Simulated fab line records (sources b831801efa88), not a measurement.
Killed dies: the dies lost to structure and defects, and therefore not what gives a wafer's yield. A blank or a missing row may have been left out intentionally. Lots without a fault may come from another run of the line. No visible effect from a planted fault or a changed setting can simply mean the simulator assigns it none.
The tool behind it: which one?    flow sky130    24 lots, 72 wafers sampled, at 5 steps of a route of 708

WHAT THE GAUGES READ, wafer by wafer
SKY_VIA2_OVL_MEAS_13.
lot   measured      on          VIA2_OVL (nm)
L075  day 36 11:10  overlay-02  3 0 -2
L074  day 36 13:38  overlay-01  17 13 5
L076  day 37 00:14  overlay-02  -1 1 -1
L077  day 37 07:08  overlay-01  0 1 3
L078  day 38 12:16  overlay-02  6 10 14
L079  day 38 14:08  overlay-02  -2 11 10
L081  day 38 14:15  overlay-01  3 -11 -13
L080  day 38 15:28  overlay-02  -6 -9 -9
L082  day 38 20:38  overlay-01  7 -6 3
L083  day 39 05:08  overlay-02  10 4 8
L084  day 39 13:07  overlay-02  2 6 0
L085  day 39 19:38  overlay-02  6 7 15
L086  day 40 02:16  overlay-02  -9 -2 1
L087  day 40 14:04  overlay-01  -1 -2 4
L088  day 40 18:29  overlay-02  2 -4 1
L089  day 40 22:22  overlay-01  14 7 5
L090  day 41 06:17  overlay-01  -5 6 1
L091  day 41 07:10  overlay-01  -8 6 -1
L092  day 41 11:13  overlay-02  1 3 5
L094  day 42 10:22  overlay-01  10 9 8
L093  day 42 11:19  overlay-01  1 7 6
L095  day 42 13:46  overlay-01  3 5 5
L096  day 42 19:50  overlay-02  2 -3 2
L097  day 43 01:32  overlay-02  12 12 6

SKY_VIA3_BOW_MEAS_03.
lot   measured      on             VIA3_BOW (um)
L075  day 38 18:26  film metro-02  79 70 71
L074  day 38 20:51  film metro-01  79 84 77
L076  day 39 07:30  film metro-01  81 70 68
L077  day 39 14:14  film metro-03  76 82 90
L078  day 40 17:55  film metro-03  86 81 72
L079  day 40 19:15  film metro-02  69 80 75
L081  day 40 19:35  film metro-01  82 79 69
L080  day 40 20:19  film metro-03  78 87 65
L082  day 41 01:26  film metro-01  84 78 85
L083  day 41 09:38  film metro-02  81 80 78
L084  day 41 17:08  film metro-02  98 83 92
L085  day 41 23:56  film metro-01  74 74 76
L086  day 42 06:12  film metro-02  72 77 83
L087  day 42 18:05  film metro-01  76 61 69
L088  day 42 22:58  film metro-03  91 76 76
L089  day 43 02:44  film metro-01  81 75 82
L090  day 43 08:37  film metro-02  70 71 68
L091  day 43 09:32  film metro-01  87 74 81
L092  day 43 14:07  film metro-02  81 73 85
L094  day 44 11:09  film metro-03  82 76 81
L093  day 44 12:06  film metro-02  86 77 73
L095  day 44 14:30  film metro-03  80 70 73
L096  day 44 22:08  film metro-01  66 63 73
L097  day 45 01:36  film metro-03  91 101 92

SKY_METAL4_CD_MEAS_13: the cd target is 300 nm.
lot   measured      on         cd nm (nm)
L075  day 41 21:22  cd sem-01  300.8 301.0 299.7
L074  day 42 01:34  cd sem-02  297.9 299.4 298.6
L076  day 42 10:10  cd sem-02  301.6 301.1 302.1
L077  day 42 17:34  cd sem-01  299.6 299.7 301.4
L078  day 43 19:32  cd sem-01  299.1 300.0 299.4
L079  day 43 21:13  cd sem-01  300.2 300.0 300.8
L081  day 43 20:11  cd sem-02  301.9 302.0 302.6
L080  day 43 21:35  cd sem-01  298.0 299.1 300.4
L082  day 44 02:11  cd sem-01  301.9 302.3 300.8
L083  day 44 08:53  cd sem-01  302.1 301.7 302.6
L084  day 44 15:10  cd sem-01  299.1 299.8 299.8
L085  day 44 22:04  cd sem-01  300.8 300.9 301.2
L086  day 45 01:52  cd sem-01  299.9 298.5 301.9
L087  day 45 19:58  cd sem-01  300.5 299.7 298.6
L088  day 45 20:41  cd sem-01  301.4 302.0 301.0
L089  day 45 22:01  cd sem-01  297.6 298.2 297.7
L090  day 46 03:04  cd sem-01  302.2 301.7 300.4
L091  day 46 04:02  cd sem-02  301.1 300.1 299.0
L092  day 46 07:39  cd sem-02  301.4 299.2 299.8
L094  day 47 03:46  cd sem-02  299.3 301.1 300.2
L093  day 47 05:38  cd sem-01  301.6 301.1 301.5
L095  day 47 07:17  cd sem-02  300.8 302.4 302.6
L096  day 47 15:44  cd sem-01  298.6 298.0 299.1
L097  day 47 19:08  cd sem-01  301.2 299.8 300.5

WHAT TOOL EACH LOT RAN ON (gives the tool, then ch and the chambers of the sampled wafers, and finally the start)
lot   SKY_METAL2_SPUTTER_01         SKY_METAL3_SPUTTER_00
L075  pvd sputter-01, day 34 05:02  pvd sputter-04, day 36 12:36
L074  pvd sputter-04, day 34 07:10  pvd sputter-04, day 36 15:03
L076  pvd sputter-01, day 34 19:26  pvd sputter-01, day 37 01:39
L077  pvd sputter-04, day 35 01:01  pvd sputter-04, day 37 08:33
L078  pvd sputter-01, day 36 06:41  pvd sputter-03, day 38 13:40
L079  pvd sputter-04, day 36 08:23  pvd sputter-01, day 38 15:32
L081  pvd sputter-01, day 36 08:57  pvd sputter-03, day 38 15:39
L080  pvd sputter-02, day 36 10:33  pvd sputter-03, day 38 16:52
L082  pvd sputter-01, day 36 15:43  pvd sputter-01, day 38 22:04
L083  pvd sputter-04, day 37 00:41  pvd sputter-03, day 39 06:54
L084  pvd sputter-01, day 37 08:32  pvd sputter-04, day 39 14:31
L085  pvd sputter-01, day 37 15:16  pvd sputter-03, day 39 21:03
L086  pvd sputter-01, day 37 22:57  pvd sputter-01, day 40 03:43
L087  pvd sputter-04, day 38 10:29  pvd sputter-03, day 40 15:36
L088  pvd sputter-01, day 38 14:57  pvd sputter-01, day 40 19:56
L089  pvd sputter-04, day 38 19:35  pvd sputter-01, day 40 23:47
L090  pvd sputter-01, day 39 04:03  pvd sputter-03, day 41 07:41
L091  pvd sputter-04, day 39 05:14  pvd sputter-01, day 41 08:34
L092  pvd sputter-04, day 39 09:17  pvd sputter-03, day 41 12:49
L094  pvd sputter-02, day 40 08:40  pvd sputter-03, day 42 11:50
L093  pvd sputter-02, day 40 09:34  pvd sputter-03, day 42 12:53
L095  pvd sputter-01, day 40 12:25  pvd sputter-01, day 42 15:13
L096  pvd sputter-02, day 40 17:38  pvd sputter-03, day 42 22:30
L097  pvd sputter-01, day 41 00:29  pvd sputter-04, day 43 02:59
- SKY_METAL2_SPUTTER_01: material TiN, target thk 20 nm, time 16.7 s.
- SKY_METAL3_SPUTTER_00: material Ti, target thk 15 nm, time 10 s.

AS READ BY THE TOOLS THEMSELVES (means over the sampled wafers that have a number; for cases with no such wafer, the mark the record gives instead)
SKY_METAL2_SPUTTER_01.
lot   tool            throttle valve pct (%)
L075  pvd sputter-01  29.7
L074  pvd sputter-04  30.1
L076  pvd sputter-01  30.2
L077  pvd sputter-04  29.7
L078  pvd sputter-01  29.4
L079  pvd sputter-04  30.2
L081  pvd sputter-01  29.7
L080  pvd sputter-02  31.4
L082  pvd sputter-01  30.5
L083  pvd sputter-04  29.7
L084  pvd sputter-01  30.2
L085  pvd sputter-01  29.7
L086  pvd sputter-01  30.5
L087  pvd sputter-04  29.3
L088  pvd sputter-01  29.4
L089  pvd sputter-04  30.1
L090  pvd sputter-01  29.4
L091  pvd sputter-04  30.1
L092  pvd sputter-04  30.4
L094  pvd sputter-02  30.6
L093  pvd sputter-02  31.6
L095  pvd sputter-01  29.8
L096  pvd sputter-02  30.8
L097  pvd sputter-01  29.7

SKY_METAL3_SPUTTER_00.
lot   tool            throttle valve pct (%)
L075  pvd sputter-04  29.8
L074  pvd sputter-04  30.0
L076  pvd sputter-01  29.5
L077  pvd sputter-04  29.7
L078  pvd sputter-03  29.9
L079  pvd sputter-01  29.5
L081  pvd sputter-03  30.3
L080  pvd sputter-03  30.0
L082  pvd sputter-01  29.4
L083  pvd sputter-03  30.1
L084  pvd sputter-04  30.6
L085  pvd sputter-03  30.0
L086  pvd sputter-01  30.1
L087  pvd sputter-03  29.7
L088  pvd sputter-01  30.1
L089  pvd sputter-01  29.6
L090  pvd sputter-03  29.4
L091  pvd sputter-01  30.1
L092  pvd sputter-03  30.0
L094  pvd sputter-03  30.3
L093  pvd sputter-03  30.8
L095  pvd sputter-01  30.3
L096  pvd sputter-03  30.0
L097  pvd sputter-04  30.1

THE ANSWER, worked out from the rows above alone
Rule: usual is defined by the lots themselves. Put in order of their means at a reading, lots are off if they are a third of the lots or fewer, leave a main group of 4 or more, and stand apart from it by a gap of 3 or more times the standard deviation of the main group's means; of several such gaps the widest counts. Not used: any main group whose means are identical at the precision the tables above print for the reading. A lot without any number at a reading at which 4 lots or more have one is off too. Where the step has rows for the other lots, those lots are counted as sound. First the gauges in route order, then the tools' own readings, where a lot's mean is used as printed above. At the first step where some lot is off, the reading lying furthest off is the one used; lots without a number count as furthest.
No lot is off on any of the readings shown, so nothing can be concluded from this.

WHAT THE SIMULATOR HAD INSERTED
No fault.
